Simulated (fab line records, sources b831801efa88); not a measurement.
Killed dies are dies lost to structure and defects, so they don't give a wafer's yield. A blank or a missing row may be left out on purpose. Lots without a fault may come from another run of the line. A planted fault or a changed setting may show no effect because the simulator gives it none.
Which tool did it? | flow sky130 | 11 lots, 33 wafers sampled, at 5 steps of a route of 708

WHAT THE GAUGES READ, wafer by wafer
SKY_VIA1_RS_MEAS_22: measures by four-point-probe.
lot  | measured     | on            | VIA1_W_RS (ohm/sq)
L831 | day 33 08:46 | film_metro-02 | 0.426 0.427 0.429
L835 | day 35 06:32 | film_metro-01 | 0.427 0.429 0.425
L837 | day 35 23:17 | film_metro-02 | 0.428 0.459 0.427
L839 | day 36 10:08 | film_metro-03 | 0.426 0.465 0.460
L840 | day 36 17:16 | film_metro-02 | 0.430 0.427 0.464
L843 | day 37 08:40 | film_metro-03 | 0.422 0.429 0.429
L848 | day 39 00:29 | film_metro-01 | 0.425 0.429 0.428
L851 | day 41 01:25 | film_metro-03 | 0.424 0.430 0.431
L849 | day 41 02:06 | film_metro-01 | 0.429 0.430 0.426
L852 | day 41 02:23 | film_metro-03 | 0.421 0.423 0.424
L853 | day 41 04:55 | film_metro-03 | 0.429 0.431 0.430

SKY_VIA1_THK_MEAS_23: measures by xrf.
lot  | measured     | on            | VIA1_W_THK (nm)
L831 | day 33 08:53 | film_metro-02 | 257 256 256
L835 | day 35 06:39 | film_metro-01 | 257 256 257
L837 | day 35 23:25 | film_metro-02 | 255 238 255
L839 | day 36 10:15 | film_metro-03 | 259 239 241
L840 | day 36 17:22 | film_metro-02 | 257 256 238
L843 | day 37 08:47 | film_metro-03 | 260 254 255
L848 | day 39 00:35 | film_metro-01 | 255 253 254
L851 | day 41 01:32 | film_metro-03 | 262 260 260
L849 | day 41 02:13 | film_metro-01 | 255 256 257
L852 | day 41 02:31 | film_metro-03 | 266 264 264
L853 | day 41 05:02 | film_metro-03 | 261 259 260

WHICH TOOL RAN EACH LOT (tool, then ch and the chambers of the sampled wafers, then the start)
lot  | SKY_VIA1_ETCH_15                   | SKY_VIA1_STRIP_16                    | SKY_VIA1_CVD_21
L831 | rie_diel-02 ch 0,3, day 33 07:56   | plasma_asher-03 ch 1, day 33 07:59   | cvd_w-01 ch 0,1, day 33 08:40
L835 | rie_diel-03 ch 0,1, day 35 05:44   | plasma_asher-04 ch 0,1, day 35 05:47 | cvd_w-02 ch 0,1, day 35 06:26
L837 | rie_diel-02 ch 0,1,2, day 35 22:29 | plasma_asher-01 ch 0,1, day 35 22:32 | cvd_w-02 ch 0,1, day 35 23:11
L839 | rie_diel-01 ch 0,1,3, day 36 09:14 | plasma_asher-04 ch 0,1, day 36 09:17 | cvd_w-02 ch 0,1, day 36 10:02
L840 | rie_diel-03 ch 0,1,3, day 36 16:26 | plasma_asher-03 ch 0,1, day 36 16:31 | cvd_w-02 ch 0,1, day 36 17:10
L843 | rie_diel-01 ch 0,1,3, day 37 07:50 | plasma_asher-03 ch 0,1, day 37 07:53 | cvd_w-01 ch 0,1, day 37 08:35
L848 | rie_diel-03 ch 0,3, day 38 23:32   | plasma_asher-04 ch 0,1, day 38 23:37 | cvd_w-01 ch 0,1, day 39 00:22
L851 | rie_diel-02 ch 0,1,3, day 41 00:32 | plasma_asher-01 ch 0,1, day 41 00:35 | cvd_w-02 ch 0,1, day 41 01:20
L849 | rie_diel-01 ch 1,2, day 41 00:50   | plasma_asher-03 ch 0,1, day 41 00:53 | cvd_w-01 ch 0,1, day 41 01:59
L852 | rie_diel-03 ch 0,2,3, day 41 01:26 | plasma_asher-04 ch 0,1, day 41 01:29 | cvd_w-02 ch 0,1, day 41 02:18
L853 | rie_diel-03 ch 1,3, day 41 03:41   | plasma_asher-03 ch 0,1, day 41 03:44 | cvd_w-02 ch 0, day 41 04:49
- SKY_VIA1_ETCH_15: etches SiO2 in C4F8/O2/Ar, stops on TiN, target depth 351 nm, time 54 s.
- SKY_VIA1_STRIP_16: strips in O2/N2.
- SKY_VIA1_CVD_21: deposits W, target thk 270 nm, time 80.902 s.

WHAT THE TOOLS THEMSELVES READ (means of the sampled wafers that have a number; where no wafer has one, the mark that the record gives instead)
SKY_VIA1_ETCH_15.
lot  | tool        | oes_product_au (a.u.)
L831 | rie_diel-02 | 0.984
L835 | rie_diel-03 | 0.982
L837 | rie_diel-02 | 0.979
L839 | rie_diel-01 | 0.982
L840 | rie_diel-03 | 0.981
L843 | rie_diel-01 | 0.984
L848 | rie_diel-03 | 0.983
L851 | rie_diel-02 | 0.982
L849 | rie_diel-01 | 0.981
L852 | rie_diel-03 | 0.979
L853 | rie_diel-03 | 0.983

SKY_VIA1_STRIP_16.
lot  | tool            | drypump_motor_current_A (A) | oes_product_au (a.u.) | strip_time_to_endpoint_s (s)
L831 | plasma_asher-03 | 6.1                         | 0.412                 | 4.459
L835 | plasma_asher-04 | 6.1                         | 0.414                 | 4.461
L837 | plasma_asher-01 | 6.0                         | 0.418                 | 4.460
L839 | plasma_asher-04 | 6.0                         | 0.418                 | 4.458
L840 | plasma_asher-03 | 5.7                         | 0.410                 | 4.463
L843 | plasma_asher-03 | 5.7                         | 0.418                 | 4.445
L848 | plasma_asher-04 | 6.1                         | 0.419                 | 4.467
L851 | plasma_asher-01 | 5.8                         | 0.417                 | 4.450
L849 | plasma_asher-03 | 5.3                         | 0.411                 | 4.443
L852 | plasma_asher-04 | 6.0                         | 0.415                 | 4.433
L853 | plasma_asher-03 | 5.7                         | 0.416                 | 4.436

SKY_VIA1_CVD_21.
lot  | tool     | heater_power_w (W)
L831 | cvd_w-01 | 788
L835 | cvd_w-02 | 816
L837 | cvd_w-02 | 812
L839 | cvd_w-02 | 816
L840 | cvd_w-02 | 835
L843 | cvd_w-01 | 846
L848 | cvd_w-01 | 775
L851 | cvd_w-02 | 777
L849 | cvd_w-01 | 788
L852 | cvd_w-02 | 793
L853 | cvd_w-02 | 770

THE ANSWER, worked out from the rows above alone
Rule: what is usual is taken from the lots themselves. Put in order of their means at a reading, lots are off if they are a third of the lots or fewer, leave a main group of 4 or more, and stand apart from it by a gap of 3 or more times the standard deviation of the main group's means; of several such gaps the widest counts. A main group whose means are all the same, to the digits that the tables above print for the reading, isn't used. A lot without any number at a reading at which 4 lots or more have one is off too. The other lots that the step has rows for count as sound. The gauges are gone through in route order, then the tools' own readings, and for those a lot's mean is taken as printed above. The first step at which some lot is off is used, and at that step the reading that is off furthest; a lot without a number counts as furthest.
Off: L837, L839, L840, at SKY_VIA1_RS_MEAS_22 (VIA1_W_RS). The main group: mean 0.427 ohm/sq, standard deviation 0.002.
A tool fits if, at a process step before that reading, it ran every lot that is off, and no sound lot after the first of them. The gauges at SKY_VIA1_RS_MEAS_22 are tried like those tools. None of those tried fits.

WHAT THE SIMULATOR HAD PUT IN
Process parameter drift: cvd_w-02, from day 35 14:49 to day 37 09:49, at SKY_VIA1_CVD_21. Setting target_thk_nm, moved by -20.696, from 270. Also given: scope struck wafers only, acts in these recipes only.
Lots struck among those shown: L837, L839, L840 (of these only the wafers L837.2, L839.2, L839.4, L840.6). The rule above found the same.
